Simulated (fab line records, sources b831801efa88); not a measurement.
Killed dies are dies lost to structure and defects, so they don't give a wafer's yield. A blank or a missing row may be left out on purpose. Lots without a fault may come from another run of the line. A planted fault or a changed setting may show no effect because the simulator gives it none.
A struck lot beside a sound one | flow sky130 | 17 steps out of a route of 708
Sound: wafers L608.3, L608.4, L608.5. Struck: wafers L614.4, L614.5, L614.6. The cause comes at the end.
At each step with rows: each side's tool, then ch and its chambers, then its first start. Under that, the readings that differ: sound wafers | struck wafers | difference of the means | sigmas: that difference in standard deviations of wafers without a fault.
alike: readings whose means differ by less than 2 such deviations, and words and numbers that are the same on both sides. not compared: withheld readings, readings that some wafer has no value for, bounds like >300 that may hide the same value, and numbers for which the record gives no deviation and whose values overlap.
The two part at a step that has a row with sigmas, a row that says differs or no value, or rows on one side only. Numbers that don't overlap but have no deviation are shown without sigmas and don't part them. A reading that every wafer of one side lacks parts them only if that side has two wafers or more.

first, 1 step without rows for these wafers: SKY_VT_ADJUST_NCORE_IMPLANT_09.
SKY_VT_ADJUST_NCORE_STRIP_10: strips in O2/N2.
  sound on plasma_asher-04 ch 0,1, day 10 04:44; struck on plasma_asher-02 ch 0,1, day 13 19:20
  alike: drypump_motor_current_A, oes_product_au, strip_time_to_endpoint_s
  not compared: rf_hours_counter_h
SKY_VT_ADJUST_NCORE_TW_MEAS_11:
  sound on film_metro-04, day 10 04:49; struck on film_metro-02, day 13 19:26
  reading            | sound             | struck            | difference | sigmas
  VT_ADJUST_NCORE_TW | 224.3 224.7 224.1 | 217.0 218.9 219.0 | -6.1       | -2
then, 7 steps without rows for these wafers: SKY_VT_ADJUST_HVTR_DEHYDRATE_00 (time 60 s); SKY_VT_ADJUST_HVTR_HMDS_01 (prime time 60 s); SKY_VT_ADJUST_HVTR_COAT_02 (resist thk 1140 nm); SKY_VT_ADJUST_HVTR_SOFTBAKE_03 (time 60 s); SKY_VT_ADJUST_HVTR_EXPOSE_04 (exposes mask HVTRM, target cd 380 nm); SKY_VT_ADJUST_HVTR_PEB_05; SKY_VT_ADJUST_HVTR_DEVELOP_06 (develop time 60 s).
SKY_VT_ADJUST_HVTR_CD_MEAS_07: target cd 380 nm.
  sound on cd_sem-01, day 11 03:05; struck on cd_sem-02, day 14 20:48
  alike: cd_nm
SKY_VT_ADJUST_HVTR_OVL_MEAS_08:
  sound on overlay-02, day 11 03:10; struck on overlay-02, day 14 20:52
  alike: VT_ADJUST_HVTR_OVL
SKY_VT_ADJUST_HVTR_IMPLANT_09:
  sound on implanter-03 ch 0, day 11 03:14; struck on implanter-03 ch 0, day 14 20:58
  reading            | sound                         | struck                           | difference  | sigmas
  dose_ions_cm2      | 2.1e+12 2.0954e+12 2.0998e+12 | 1.6744e+12 1.6733e+12 1.6713e+12 | -4.2540e+11 | -99 or more
  faraday_current_uA | 11.99 11.96 11.69             | 9.22 9.52 9.46                   | -2.48       | -11
  alike: beam_energy_keV, end_station_pressure_torr
SKY_VT_ADJUST_HVTR_STRIP_10: strips in O2/N2.
  sound on plasma_asher-01 ch 0,1, day 11 03:23; struck on plasma_asher-01 ch 0,1, day 14 21:04
  reading                      | sound             | struck            | difference | sigmas
  strip_time_to_endpoint_s (s) | 14.27 14.25 14.27 | 14.15 14.21 14.12 | -0.10      | -3
  alike: drypump_motor_current_A, oes_product_au
  not compared: rf_hours_counter_h
SKY_VT_ADJUST_HVTR_TW_MEAS_11:
  sound on film_metro-01, day 11 03:28; struck on film_metro-02, day 14 21:10
  reading           | sound             | struck            | difference | sigmas
  VT_ADJUST_HVTR_TW | 212.5 211.2 213.0 | 198.7 198.0 198.3 | -13.9      | -6
then, 1 step without rows for these wafers: SKY_VT_ADJUST_PCH_DEHYDRATE_00 (time 60 s).
-- the record jumps here: 35 days lie between the struck wafers' starts before and after (it left off in module VT_ADJUST_PCH and takes up again in module PAD_OPEN, whose first step shown is number 708 of the route) --
SKY_PAD_OPEN_PROBE_99:
  sound on prober-01, day 47 02:50; struck on prober-01, day 50 04:37
  reading                                  | sound                   | struck                  | difference | sigmas
  killed_at_front_end                      | 8 10 14                 | 25 16 18                | +9         | +2
  model.etest.pfet_01v8_mvt.drive_ua_um    | 151.4 153.8 151.1       | 146.5 147 144.6         | -6.1       |
  model.etest.pfet_01v8_mvt.off_log10_a_um | -10.73 -10.64 -10.52    | -11.13 -10.97 -11.19    | -0.47      |
  model.etest.pfet_01v8_mvt.vt_sat_v (V)   | -0.5676 -0.5651 -0.5607 | -0.6107 -0.5974 -0.602  | -0.0389    |
  model.etest.pfet_01v8_mvt.vt_v (V)       | -0.6528 -0.656 -0.6491  | -0.6906 -0.6803 -0.6849 | -0.0326    |
  model.etest.pfet_01v8_mvt.vt_long_v (V)  | -0.8612 -0.8655 -0.8608 | -0.8923 -0.8885 -0.8905 | -0.0279    |
  alike: killed_at_M0_to_M3, killed_at_M4_up, killed_at_contacts, killed_at_other, killed_dies, killed_open, killed_short

WHERE THEY PART
First at SKY_VT_ADJUST_NCORE_TW_MEAS_11; last, within this record, at SKY_PAD_OPEN_PROBE_99.

WHY: what the simulator had put in
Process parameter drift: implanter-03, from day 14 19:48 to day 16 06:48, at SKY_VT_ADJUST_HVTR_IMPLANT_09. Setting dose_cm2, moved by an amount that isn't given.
